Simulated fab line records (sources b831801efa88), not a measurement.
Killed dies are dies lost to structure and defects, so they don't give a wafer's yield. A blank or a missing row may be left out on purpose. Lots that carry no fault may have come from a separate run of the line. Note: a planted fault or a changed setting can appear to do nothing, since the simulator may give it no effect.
A struck lot beside a sound one :: flow gf180mcu :: 14 out of 602 route steps
Sound: wafers L908.3, L908.4, L908.6. Wafers L913.1, L913.3, L913.6 were the ones struck. Last of all comes the cause.
Each step with rows lists, per side, the tool, then ch with its chambers, then its first start. Under that, the readings that differ: sound wafers :: struck wafers :: difference of the means :: sigmas: that difference in standard deviations of wafers without a fault.
alike: a reading whose means differ by less than 2 such deviations, as well as words and numbers matching on both sides. not compared: withheld readings; readings where some wafer has no value; bounds like >300 that might hide an equal value; numbers whose values overlap and for which the record gives no deviation.
The two part at a step that has a row with sigmas, a row that says differs or no value, or rows on one side only. Numbers that have no deviation but don't overlap get no sigmas and don't part them. Lack of a reading on every wafer of one side parts them only where that side has two or more wafers.

first, 5 steps without rows for these wafers: GF_V1_COAT_09 (resist thk 1000 nm); GF_V1_SOFTBAKE_10 (time 60 s); GF_V1_EXPOSE_11 (exposes mask Via1, target cd 260 nm); GF_V1_PEB_12 (peb time 90 s); GF_V1_DEVELOP_13 (develop time 60 s).
GF_V1_CD_MEAS_14: target cd 260 nm.
  sound: cd sem-02 at day 20 18:46; struck: cd sem-02 at day 22 17:04
  alike: cd nm
GF_V1_OVL_MEAS_15:
  sound: overlay-02 at day 20 18:52; struck: overlay-01 at day 22 17:11
  alike: V1_OVL
GF_V1_ETCH_16: etches BARC in N2/H2.
  sound on rie diel-02 ch 0,2, day 20 18:53; struck on rie diel-03 ch 1,2,3, day 22 17:13
  alike: drypump motor current A, oes product au, rf fwd power W, throttle valve pct
GF_V1_ETCH_17: etches SiO2 in C4F8/O2/Ar, stops on TiN, target depth 630 nm.
  sound on rie diel-02 ch 0,2; struck on rie diel-03 ch 1,2,3
  alike: oes product au, rf fwd power W
GF_V1_STRIP_18: strips in O2/N2.
  sound on plasma asher-04 ch 0,1, day 20 19:03; struck on plasma asher-02 ch 0,1, day 22 17:20
  alike: drypump motor current A, heater power w, oes product au
  not compared: rf hours counter h
then, 2 steps without rows for these wafers: GF_V1_STRIP_19 (strips in post etch residue remover, time 1200 s); GF_V1_CLEAN_20 (cleans in DIW).
GF_V1_SPUTTER_21: material Ti, target thk 15 nm, time 80.02 s.
  sound: pvd sputter-04 at day 20 19:34; struck: pvd sputter-04 at day 22 17:55
  no value came back on the struck wafers for cathode dc power W (W), chamber pressure pa (Pa), throttle valve pct (%); on the sound wafers cathode dc power W (W) reads 2499.5 2499.6 2499.6
GF_V1_SPUTTER_22: material TiN, target thk 10 nm, time 40 s.
  sound: pvd sputter-04 at day 20 19:38; struck: pvd sputter-04 at day 22 17:58
  alike: cathode dc power W, chamber pressure pa, throttle valve pct

WHERE THEY PART
At GF_V1_SPUTTER_21 and nowhere else, as far as this record goes. Later steps at which nothing parts them and some readings are alike: GF_V1_SPUTTER_22.

WHY: what had been put in by the simulator
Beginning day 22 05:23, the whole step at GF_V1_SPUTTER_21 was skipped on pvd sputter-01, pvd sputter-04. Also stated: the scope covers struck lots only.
